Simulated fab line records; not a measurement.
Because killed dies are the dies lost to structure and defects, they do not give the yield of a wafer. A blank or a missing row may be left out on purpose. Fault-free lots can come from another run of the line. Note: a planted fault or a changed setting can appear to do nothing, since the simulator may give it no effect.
One fault through the eyes of 2 desks ; flow sky130 ; numbers are kept per desk, each desk with only its own; the story behind them comes last

== THE METROLOGY DESK ==
What the gauges read, lot by lot, whatever tool the lot ran on: means of the sampled wafers that have a number. Any lot whose mean is over 4 standard deviations away from the usual mean is out of limits and marked OUT; that distance is given in the brackets.
Columns: A = cd_nm at SKY_SD_P_CD_MEAS_07, usual 379.1 nm; B = cd_nm at SKY_SD_N_CD_MEAS_07, usual 380.1 nm; C = SD_N_RS at SKY_SD_N_RS_MEAS_16, usual 67.92 ohm/sq
lot;first seen here;A;B;C
L848;day 25 19:14;376.7;378.9;67.94
L851;day 26 18:38;375.1;378.8;67.85
L852;day 27 11:08;377.3;380.4;67.93
L853;day 27 13:42;380.3;384.3;68.08
L857;day 29 05:08;379.6;-;67.92
L856;day 29 05:24;378.6;-;67.88
L864;day 31 09:51;381.5;378.6;67.92
L865;day 31 10:34;379.0;380.3;67.92
L866;day 31 19:10;379.0;379.9;68.03
L867;day 32 08:59;380.7;382.6;67.85
L869;day 32 13:33;381.1;378.8;67.92
L870;day 32 23:49;379.3;380.7;68.11
Finding of this desk: none of the 12 lots has anything out of limits.

== AT THE TOOL OWNER'S DESK: litho_track-04 ==
The tool's own readings at SKY_SD_N_COAT_02 (resist thk 1140 nm): means of the sampled wafers that have a number, for each lot that ran on this tool. Any lot whose mean is over 4 standard deviations away from the usual mean is out of limits and marked OUT; that distance is given in the brackets.
Columns: A = chill_plate_temp_C at SKY_SD_N_COAT_02, usual 23.00 C; B = dispense_pressure_kPa at SKY_SD_N_COAT_02, usual 52 kPa
lot;first seen here;A;B
L848;day 27 14:38;23.02;55
L852;day 29 05:38;22.94;54
L853;day 29 07:26;22.82;55
L864;day 32 23:35;23.02;55
L865;day 33 00:50;22.95;55
L866;day 33 11:52;23.02;55
L867;day 33 23:23;22.91;55
Finding of this desk: none of the 7 lots has anything out of limits.

== PUT TOGETHER ==
Nothing out of limits was seen by the metrology desk.
The desk of the tool owner found nothing out of limits.

== WHAT THE SIMULATOR PUT IN ==
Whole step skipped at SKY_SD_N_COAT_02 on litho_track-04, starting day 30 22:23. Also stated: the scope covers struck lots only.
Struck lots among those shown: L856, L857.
